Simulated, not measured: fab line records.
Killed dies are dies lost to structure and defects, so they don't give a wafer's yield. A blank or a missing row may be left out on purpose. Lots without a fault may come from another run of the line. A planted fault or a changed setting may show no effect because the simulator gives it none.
fab line records + flow sky130 + part 2 of 2: steps 44 to 44 of 44
record
- lots=6
- wafers=18
- last_day=50
route steps=708 shown FIELD_ISO@17 NWELL@32 DNWELL@35 PWDE@45 SALICIDE@361 PAD_OPEN@708
lots untouched by any fault: they come from a run of this same line in which no faults occurred
start_h: hours from the record's first day to the start of the lot's first wafer shown + wait_h: hours elapsed since this lot's preceding step + " identical to the entry in the row above + L1.1+2: one row covering several wafers at once + - no value present, or no start provided + * or withheld: withheld + < > ~ a bound
route shown NAME@n: names a module that has steps shown in the file, with the first one's number in the route + usual: the fault-free wafers' mean and standard deviation + same: alike in all rows + chamber/n: place in a boat + sites: readings site by site + _std_site: their standard deviation + _edge_site: outer sites' mean less inner sites' + radius_mm: how far each site lies from the wafer's centre + mask NAME#n: copy n + behind: tool/chamber where the wafer was last shaped + hold: what put the lot on hold/how long, in hours/how the hold closed + device: names the non-switching transistor (n, p or np) + end of line: tests run on the same wafers once the route is complete + a step with no rows: only its recipe + killed: the dies lost at the first sort to structure and to defects; this is not the yield of the wafer + map: per-die view of a wafer (x killed, . not killed, _ where there is no die)
set.NAME: the setting as run; set.NAME@STEP: as run at that earlier step + model.NAME: the simulator's own value behind a step, which no gauge read
certain route steps with their lots: each step a table, each wafer a row
services: the hour from which a tool's chamber was out of use, counted from the record's first day as start_h (under 0 if before that day), plus the number of hours and why
## steps
# step SKY_PAD_OPEN_PROBE_99
# usual
- killed_at_M0_to_M3=43/6.3
- killed_at_M4_up=3.0/1.6
- killed_at_contacts=25/5
- killed_at_front_end=15/4.4
- killed_at_other=0.3/0.8
- killed_dies=85/8.7
- killed_open=47/6.9
- killed_short=38/6.3
# same
- gross_dies=492
- killed_at_back_side=0
| lot.wafer | tool      | chamber | start_h | wait_h | killed_at_M0_to_M3 | killed_at_M4_up | killed_at_contacts | killed_at_front_end | killed_at_other | killed_dies | killed_open | killed_short | model.etest.res_p_drift_20v.line_ohm_um | model.etest.res_p_drift_20v.rs_ohm_sq | model.etest.pfet_16v.r_on_ohm_um | model.etest.res_iso_pwell.rs_ohm_sq | model.etest.res_iso_pwell.line_ohm_um | model.etest.res_nwell.line_ohm_um | model.etest.res_nwell.rs_ohm_sq | model.etest.pfet_16v.drive_ua_um |
|-----------|-----------|---------|---------|--------|--------------------|-----------------|--------------------|---------------------|-----------------|-------------|-------------|--------------|-----------------------------------------|---------------------------------------|----------------------------------|-------------------------------------|---------------------------------------|-----------------------------------|---------------------------------|----------------------------------|
| L201.2    | prober-02 | -       | 1113.83 | 0.1    | 37                 | 3               | 24                 | 15                  | 0               | 79          | 44          | 35           | 1.144e+04                               | 9507                                  | 1.49e+04                         | 2704                                | 1024                                  | 1118                              | 927.7                           | 249                              |
| L201.4    | prober-02 | -       | 1113.93 | 0.2    | 37                 | 4               | 21                 | 10                  | 1               | 73          | 38          | 35           | 1.159e+04                               | 9856                                  | 1.503e+04                        | 2818                                | 1053                                  | 1152                              | 949.4                           | 244.6                            |
| L201.6    | prober-02 | -       | 1114.03 | 0.2    | 41                 | 3               | 21                 | 22                  | 1               | 88          | 56          | 32           | 1.117e+04                               | 9499                                  | 1.492e+04                        | 2681                                | 998.5                                 | 1121                              | 922.5                           | 248.3                            |
| L203.2    | prober-01 | -       | 1129.29 | 0.1    | 39                 | 5               | 24                 | 21                  | 0               | 89          | 46          | 43           | 1.105e+04                               | 9370                                  | 1.528e+04                        | 2917                                | 1110                                  | 1189                              | 986.2                           | 241                              |
| L203.3    | prober-01 | -       | 1129.34 | 0.2    | 43                 | 1               | 18                 | 24                  | 0               | 86          | 49          | 37           | 1.052e+04                               | 8797                                  | 1.481e+04                        | 2703                                | 1031                                  | 1145                              | 945.5                           | 245                              |
| L203.5    | prober-01 | -       | 1129.44 | 0.2    | 40                 | 3               | 22                 | 13                  | 0               | 78          | 41          | 37           | 1.053e+04                               | 8810                                  | 1.484e+04                        | 2708                                | 1015                                  | 1120                              | 945.9                           | 246.1                            |
| L205.1    | prober-01 | -       | 1143.64 | 0.1    | 45                 | 5               | 31                 | 14                  | 0               | 95          | 58          | 37           | 1.094e+04                               | 9302                                  | 1.486e+04                        | 2973                                | 1129                                  | 1112                              | 932.5                           | 250                              |
| L205.3    | prober-01 | -       | 1143.74 | 0.2    | 38                 | 3               | 23                 | 25                  | 1               | 90          | 50          | 40           | 1.074e+04                               | 9055                                  | 1.49e+04                         | 2879                                | 1100                                  | 1100                              | 918                             | 248.4                            |
| L205.5    | prober-01 | -       | 1143.84 | 0.2    | 44                 | 3               | 35                 | 20                  | 1               | 103         | 53          | 50           | 1.19e+04                                | 1.013e+04                             | 1.544e+04                        | 3280                                | 1229                                  | 1163                              | 973                             | 242.8                            |
| L215.1    | prober-02 | -       | 1179.03 | 0.1    | 48                 | 4               | 27                 | 11                  | 0               | 90          | 50          | 40           | 1.177e+04                               | 9714                                  | 1.575e+04                        | 3527                                | 1350                                  | 1197                              | 991.6                           | 241.2                            |
| L215.2    | prober-02 | -       | 1179.08 | 0.1    | 39                 | 5               | 21                 | 21                  | 0               | 86          | 41          | 45           | 1.24e+04                                | 1.032e+04                             | 1.635e+04                        | 3845                                | 1464                                  | 1223                              | 1035                            | 234.2                            |
| L215.5    | prober-02 | -       | 1179.23 | 0.2    | 47                 | 5               | 25                 | 11                  | 0               | 88          | 46          | 42           | 1.262e+04                               | 1.047e+04                             | 1.649e+04                        | 3940                                | 1479                                  | 1226                              | 1047                            | 235.3                            |
| L214.1    | prober-01 | -       | 1179.36 | 0.1    | 35                 | 4               | 23                 | 13                  | 0               | 75          | 36          | 39           | 1.268e+04                               | 1.068e+04                             | 1.63e+04                         | 3985                                | 1520                                  | 1240                              | 1044                            | 234.3                            |
| L214.2    | prober-01 | -       | 1179.41 | 0.1    | 36                 | 1               | 26                 | 19                  | 0               | 82          | 47          | 35           | 1.234e+04                               | 1.042e+04                             | 1.608e+04                        | 3848                                | 1482                                  | 1215                              | 1025                            | 237.8                            |
| L214.3    | prober-01 | -       | 1179.46 | 0.2    | 38                 | 1               | 28                 | 12                  | 0               | 79          | 53          | 26           | 1.234e+04                               | 1.019e+04                             | 1.6e+04                          | 3699                                | 1386                                  | 1176                              | 1014                            | 239.4                            |
| L217.2    | prober-01 | -       | 1199.60 | 0.1    | 53                 | 6               | 21                 | 12                  | 0               | 92          | 46          | 46           | 1.161e+04                               | 9857                                  | 1.532e+04                        | 2922                                | 1108                                  | 1149                              | 966.2                           | 242.8                            |
| L217.3    | prober-01 | -       | 1199.65 | 0.2    | 36                 | 2               | 16                 | 16                  | 0               | 70          | 36          | 34           | 1.261e+04                               | 1.053e+04                             | 1.544e+04                        | 3098                                | 1194                                  | 1167                              | 993                             | 240                              |
| L217.5    | prober-01 | -       | 1199.75 | 0.2    | 38                 | 5               | 18                 | 11                  | 0               | 72          | 40          | 32           | 1.156e+04                               | 9667                                  | 1.532e+04                        | 2852                                | 1084                                  | 1140                              | 958.6                           | 242.1                            |
# killed by level:class
L201.2 CONTACT:geometric_particle:open=9 VIA1:geometric_particle:open=7 METAL2:geometric_particle:short=7 FIELD_ISO:geometric_particle:open=6 LI_CONTACT:geometric_particle:open=6 CONTACT:geometric_particle:short=5 VIA2:geometric_particle:open=5 FIELD_ISO:geometric_particle:short=3
L201.4 VIA1:geometric_particle:open=11 CONTACT:geometric_particle:open=8 LOCAL_INTERCONNECT:geometric_particle:short=7 METAL1:geometric_particle:short=6 VIA1:geometric_particle:short=5 VIA2:geometric_particle:short=4 FIELD_ISO:geometric_particle:open=3 FIELD_ISO:geometric_particle:short=3
L201.6 VIA3:geometric_particle:open=10 VIA1:geometric_particle:open=9 CONTACT:geometric_particle:open=8 VIA2:geometric_particle:open=8 POLY_GATE:geometric_particle:short=7 POLY_GATE:geometric_particle:open=7 FIELD_ISO:geometric_particle:open=6 LI_CONTACT:geometric_particle:open=4
L203.2 VIA1:geometric_particle:open=7 LI_CONTACT:geometric_particle:open=6 LOCAL_INTERCONNECT:geometric_particle:short=6 FIELD_ISO:geometric_particle:open=5 VIA1:geometric_particle:short=5 CONTACT:geometric_particle:open=5 METAL1:geometric_particle:short=5 VIA3:geometric_particle:open=5
L203.3 VIA1:geometric_particle:open=8 FIELD_ISO:geometric_particle:short=7 VIA3:geometric_particle:open=7 METAL2:geometric_particle:short=6 LI_CONTACT:geometric_particle:open=6 FIELD_ISO:geometric_particle:open=5 POLY_GATE:geometric_particle:open=5 CONTACT:geometric_particle:short=5
L203.5 VIA1:geometric_particle:open=10 METAL1:geometric_particle:short=8 LI_CONTACT:geometric_particle:short=7 CONTACT:geometric_particle:open=7 VIA3:geometric_particle:open=5 VIA2:geometric_particle:open=5 FIELD_ISO:geometric_particle:open=3 POLY_GATE:geometric_particle:open=3
L205.1 VIA3:geometric_particle:open=12 VIA2:geometric_particle:open=11 CONTACT:geometric_particle:open=9 LI_CONTACT:geometric_particle:open=7 LOCAL_INTERCONNECT:geometric_particle:short=6 VIA1:geometric_particle:open=6 VIA1:geometric_particle:short=5 FIELD_ISO:geometric_particle:open=4
L205.3 CONTACT:geometric_particle:open=13 FIELD_ISO:geometric_particle:open=8 VIA2:geometric_particle:open=8 METAL2:geometric_particle:short=8 FIELD_ISO:geometric_particle:short=6 POLY_GATE:geometric_particle:open=4 VIA3:geometric_particle:open=4 LI_CONTACT:geometric_particle:open=4
L205.5 CONTACT:geometric_particle:open=12 VIA2:geometric_particle:open=9 FIELD_ISO:geometric_particle:short=8 LOCAL_INTERCONNECT:geometric_particle:short=7 LI_CONTACT:geometric_particle:open=6 VIA3:geometric_particle:short=6 LI_CONTACT:geometric_particle:short=5 VIA1:geometric_particle:open=5
L215.1 VIA1:geometric_particle:open=16 LOCAL_INTERCONNECT:geometric_particle:short=9 LI_CONTACT:geometric_particle:open=9 VIA2:geometric_particle:open=7 VIA3:geometric_particle:open=4 CONTACT:geometric_particle:open=4 FIELD_ISO:geometric_particle:open=3 FIELD_ISO:geometric_particle:short=3
L215.2 VIA1:geometric_particle:open=11 POLY_GATE:geometric_particle:short=6 LI_CONTACT:geometric_particle:open=6 CONTACT:geometric_particle:open=6 METAL1:geometric_particle:short=6 VIA1:geometric_particle:short=5 SPACER:geometric_particle:short=4 SPACER:geometric_particle:open=4
L215.5 VIA1:geometric_particle:open=11 LI_CONTACT:geometric_particle:open=10 VIA3:geometric_particle:open=9 LOCAL_INTERCONNECT:geometric_particle:short=7 METAL2:geometric_particle:short=5 FIELD_ISO:geometric_particle:short=4 POLY_GATE:geometric_particle:short=4 CONTACT:geometric_particle:short=4
L214.1 CONTACT:geometric_particle:open=11 VIA1:geometric_particle:open=10 METAL2:geometric_particle:short=9 METAL1:geometric_particle:short=6 LOCAL_INTERCONNECT:geometric_particle:short=5 POLY_GATE:geometric_particle:open=5 FIELD_ISO:geometric_particle:short=4 CONTACT:geometric_particle:short=4
L214.2 LI_CONTACT:geometric_particle:open=10 POLY_GATE:geometric_particle:open=6 FIELD_ISO:geometric_particle:open=5 LOCAL_INTERCONNECT:geometric_particle:short=5 CONTACT:geometric_particle:open=5 METAL1:geometric_particle:short=4 VIA1:geometric_particle:open=4 VIA2:geometric_particle:open=4
L214.3 CONTACT:geometric_particle:open=14 VIA1:geometric_particle:open=11 FIELD_ISO:geometric_particle:open=8 VIA3:geometric_particle:open=7 METAL1:geometric_particle:short=6 CONTACT:geometric_particle:short=4 VIA2:geometric_particle:open=4 LOCAL_INTERCONNECT:geometric_particle:short=3
L217.2 VIA1:geometric_particle:open=14 VIA3:geometric_particle:short=7 CONTACT:geometric_particle:open=7 METAL3:geometric_particle:short=6 VIA2:geometric_particle:open=6 FIELD_ISO:geometric_particle:short=5 METAL2:geometric_particle:short=5 VIA3:geometric_particle:open=5
L217.3 VIA1:geometric_particle:open=9 CONTACT:geometric_particle:open=6 POLY_GATE:geometric_particle:open=5 CONTACT:geometric_particle:short=5 VIA2:geometric_particle:short=5 VIA3:geometric_particle:open=5 POLY_GATE:geometric_particle:short=4 METAL1:geometric_particle:short=4
L217.5 VIA1:geometric_particle:open=13 CONTACT:geometric_particle:short=7 VIA3:geometric_particle:open=6 CONTACT:geometric_particle:open=5 METAL2:geometric_particle:short=5 LI_CONTACT:geometric_particle:open=3 VIA1:geometric_particle:short=3 VIA2:geometric_particle:short=3
## services
| tool            | chamber | start_h | hours | kind   |
|-----------------|---------|---------|-------|--------|
| rie_si-01       | 1       | 38.56   | 1.2   | repair |
| rie_si-01       | 0       | 46.39   | 7.9   | repair |
| rie_si-01       | 3       | 48.09   | 14.0  | repair |
| cmp-02          | -       | 64.00   | 4.0   | pm     |
| plasma_asher-01 | -       | 85.12   | 1.2   | repair |
| plasma_asher-04 | -       | 108.75  | 9.0   | pm     |
| plasma_asher-04 | -       | 245.88  | 5.9   | pm     |
| plasma_asher-01 | -       | 246.66  | 1.7   | repair |
| plasma_asher-02 | -       | 305.66  | 4.8   | repair |
| plasma_asher-02 | -       | 421.25  | 9.0   | pm     |
| plasma_asher-02 | -       | 476.85  | 0.5   | repair |
| plasma_asher-04 | -       | 491.66  | 2.3   | repair |
| plasma_asher-04 | -       | 502.20  | 2.8   | pm     |
| wet_bench-03    | -       | 521.70  | 3.8   | repair |
| plasma_asher-02 | -       | 522.21  | 6.2   | repair |
| plasma_asher-04 | -       | 576.71  | 5.3   | repair |
| plasma_asher-04 | -       | 581.60  | 2.7   | repair |
| plasma_asher-04 | -       | 584.80  | 10.9  | repair |
| plasma_asher-04 | -       | 623.90  | 10.2  | repair |
| wet_bench-03    | -       | 630.99  | 1.5   | repair |
| plasma_asher-02 | -       | 729.60  | 15.6  | pm     |
| plasma_asher-01 | -       | 733.75  | 9.0   | pm     |
| plasma_asher-02 | -       | 756.63  | 11.1  | repair |
| plasma_asher-01 | -       | 802.16  | 12.6  | repair |
## key
first_sign
- step=SKY_FIELD_ISO_WET_ETCH_28
- reading=run_length_s
- direction=down
- sigmas=11
- usual=*
- struck=*
effect none on later readings
model_effect
- step=SKY_FIELD_ISO_WET_ETCH_28
- value=SiO2_of_FIELD_ISO_CVD_24.thk_nm
- without=434.4
- struck=451.7
model_effect
- step=SKY_SALICIDE_CLEAN_00
- value=SiO2_of_FIELD_ISO_CVD_24.thk_nm
- without=358.9
- struck=376.2
model_effect
- step=SKY_PAD_OPEN_PROBE_99
- value=etest.res_p_drift_20v.line_ohm_um
- without=1.105e+04
- struck=1.236e+04
met_at SKY_FIELD_ISO_WET_ETCH_28
struck_wafers L214.1,L214.2,L214.3,L215.1,L215.2,L215.5
tester_left_out L214,L215
onset_between 74.60 126.75
fault
- kind=process_parameter_drift
- tool=wet_bench-03
- chamber=-
- onset_h=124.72
- steps=SKY_FIELD_ISO_WET_ETCH_28
- channel=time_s
- offset=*
- shape=step
- end_h=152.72
- acts_in=*
- stated=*
# tester_left_out: of these lots the tester's yield and bins aren't shown, on N5 and GAA mostly nor the transistor test; their killed dies are dies lost to structure and defects alone, not to doping, threshold or leakage, so they don't give the yield
